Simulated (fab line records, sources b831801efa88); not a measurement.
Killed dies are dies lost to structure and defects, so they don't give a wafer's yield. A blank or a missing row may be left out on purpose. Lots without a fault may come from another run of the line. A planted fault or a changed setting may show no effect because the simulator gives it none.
A struck lot beside a sound one | flow sfq_line | 17 steps out of a route of 325
Sound: wafers L181.3, L181.5, L181.6. Struck: wafers L197.4, L197.5, L197.6. The cause comes at the end.
At each step with rows: each side's tool, then ch and its chambers, then its first start. Under that, the readings that differ: sound wafers | struck wafers | difference of the means | sigmas: that difference in standard deviations of wafers without a fault.
alike: readings whose means differ by less than 2 such deviations, and words and numbers that are the same on both sides. not compared: withheld readings, readings that some wafer has no value for, bounds like >300 that may hide the same value, and numbers for which the record gives no deviation and whose values overlap.
The two part at a step that has a row with sigmas, a row that says differs or no value, or rows on one side only. Numbers that don't overlap but have no deviation are shown without sigmas and don't part them. A reading that every wafer of one side lacks parts them only if that side has two wafers or more.

SFQ_TRILAYER_L0_VIA_BARC_OPEN_VIA_ETCH_021: etches BARC in O2, target depth 125 nm, time 41.7 s.
  sound on rie_diel-04 ch 0,1, day 7 13:14; struck on rie_diel-04 ch 2,3, day 12 21:37
  alike: drypump_motor_current_A, oes_product_au
  not compared: rf_hours_counter_h
SFQ_TRILAYER_L0_VIA_ETCH_VIA_ETCH_016: etches SiO2 in CHF3, stops on MoNx KI, target depth 80 nm.
  sound on rie_diel-04 ch 0,1, day 7 13:17; struck on rie_diel-04 ch 2,3, day 12 21:39
  alike: drypump_motor_current_A, oes_product_au
SFQ_TRILAYER_L0_VIA_STRIP_STRIP_017: strips in O2.
  sound on rie_metal-01 ch 0,1, day 7 13:32; struck on rie_metal-03 ch 0,1, day 12 21:53
  reading                     | sound       | struck      | difference | sigmas
  drypump_motor_current_A (A) | 5.3 5.6 5.3 | 6.7 6.2 6.6 | +1.1       | +2
  alike: he_backside_leak_sccm, oes_product_au, platen_temp_c
  not compared: rf_hours_counter_h
then, 2 steps without rows for these wafers: SFQ_TRILAYER_L0_VIA_STRIP_SOLV_CLEAN_018 (cleans in NMP, time 600 s); SFQ_TRILAYER_M0_DEP_PRE_CLEAN_020 (time 15 s).
SFQ_TRILAYER_M0_DEP_SPUTTER_019: material Nb, target thk 200 nm, time 133.3 s.
  sound on pvd_sputter-06, day 7 14:08; struck on pvd_sputter-04, day 12 22:29
  alike: substrate_temp_c, throttle_valve_pct
SFQ_M0_RS_MEAS_904: measures by four-point-probe.
  sound on film_metro-01, day 7 14:16; struck on film_metro-01, day 12 22:39
  reading           | sound             | struck            | difference | sigmas
  M0_NB_RS (ohm/sq) | 0.880 0.894 0.880 | 0.911 0.919 0.899 | +0.025     | +2
then, 4 steps without rows for these wafers: SFQ_TRILAYER_M0_LITHO_COAT_026 (resist thk 62 nm); SFQ_TRILAYER_M0_LITHO_COAT_021 (resist thk 600 nm); SFQ_TRILAYER_M0_LITHO_SOFTBAKE_025; SFQ_TRILAYER_M0_LITHO_EXPOSE_022 (exposes mask M0, target cd 500 nm).
-- the record jumps here: 5 days lie between the struck wafers' starts before and after --
SFQ_TRILAYER_M0_LITHO_PEB_024: peb time 60 s.
  sound on litho_track-02 ch 0, day 11 13:40; struck on litho_track-03 ch 0, day 18 10:11
  reading                  | sound                | struck               | difference | sigmas
  heater_power_total_W (W) | 79.19 79.25 79.26    | 75.24 75.24 75.19    | -4.01      | -58
  plate_temp_C (C)         | 115.12 115.03 115.13 | 110.54 110.60 110.72 | -4.47      | -41
  alike: resist_line_temp_C
then, 1 step without rows for these wafers: SFQ_TRILAYER_M0_LITHO_DEVELOP_023 (time 60 s).
SFQ_M0_OVL_MEAS_906:
  sound on overlay-02, day 11 13:56; struck on overlay-01, day 18 10:26
  alike: M0_OVL
SFQ_TRILAYER_M0_BARC_OPEN_METAL_ETCH_031: etches BARC in O2, target depth 125 nm, time 41.7 s.
  sound on rie_metal-02 ch 0,1, day 11 13:58; struck on rie_metal-01 ch 0,1, day 18 10:28
  reading             | sound           | struck            | difference | sigmas
  model.M0.cd_nm (nm) | 498.3 498.4 500 | 595.4 597.7 597.6 | +98.0      |
  alike: drypump_motor_current_A, he_backside_leak_sccm, oes_product_au
  not compared: rf_hours_counter_h
SFQ_TRILAYER_M0_ETCH_METAL_ETCH_024: etches Nb in Cl2/Ar, stops on SiO2, target depth 240 nm, time 120 s.
  sound on rie_metal-02 ch 0,1, day 11 14:03; struck on rie_metal-01 ch 0,1, day 18 10:34
  reading               | sound             | struck            | difference | sigmas
  oes_product_au (a.u.) | 0.906 0.894 0.899 | 0.883 0.876 0.891 | -0.016     | -2
  model.M0.cd_nm (nm)   | 499.2 499.4 497.9 | 595.1 603.3 596.8 | +99.6      |
  alike: drypump_motor_current_A, he_backside_leak_sccm
  not compared: rf_hours_counter_h
SFQ_TRILAYER_M0_STRIP_STRIP_025: strips in O2.
  sound on rie_metal-02 ch 0,1, day 11 14:20; struck on rie_metal-01 ch 0,1, day 18 10:50
  reading                      | sound             | struck            | difference | sigmas
  he_backside_leak_sccm (sccm) | 3.04 3.15 3.51    | 3.71 3.73 3.60    | +0.45      | +2
  platen_temp_c (C)            | 39.85 39.83 39.95 | 40.14 40.05 40.27 | +0.28      | +2
  alike: drypump_motor_current_A, oes_product_au
  not compared: rf_hours_counter_h

WHERE THEY PART
First at SFQ_TRILAYER_L0_VIA_STRIP_STRIP_017; last, within this record, at SFQ_TRILAYER_M0_STRIP_STRIP_025.

WHY: what the simulator had put in
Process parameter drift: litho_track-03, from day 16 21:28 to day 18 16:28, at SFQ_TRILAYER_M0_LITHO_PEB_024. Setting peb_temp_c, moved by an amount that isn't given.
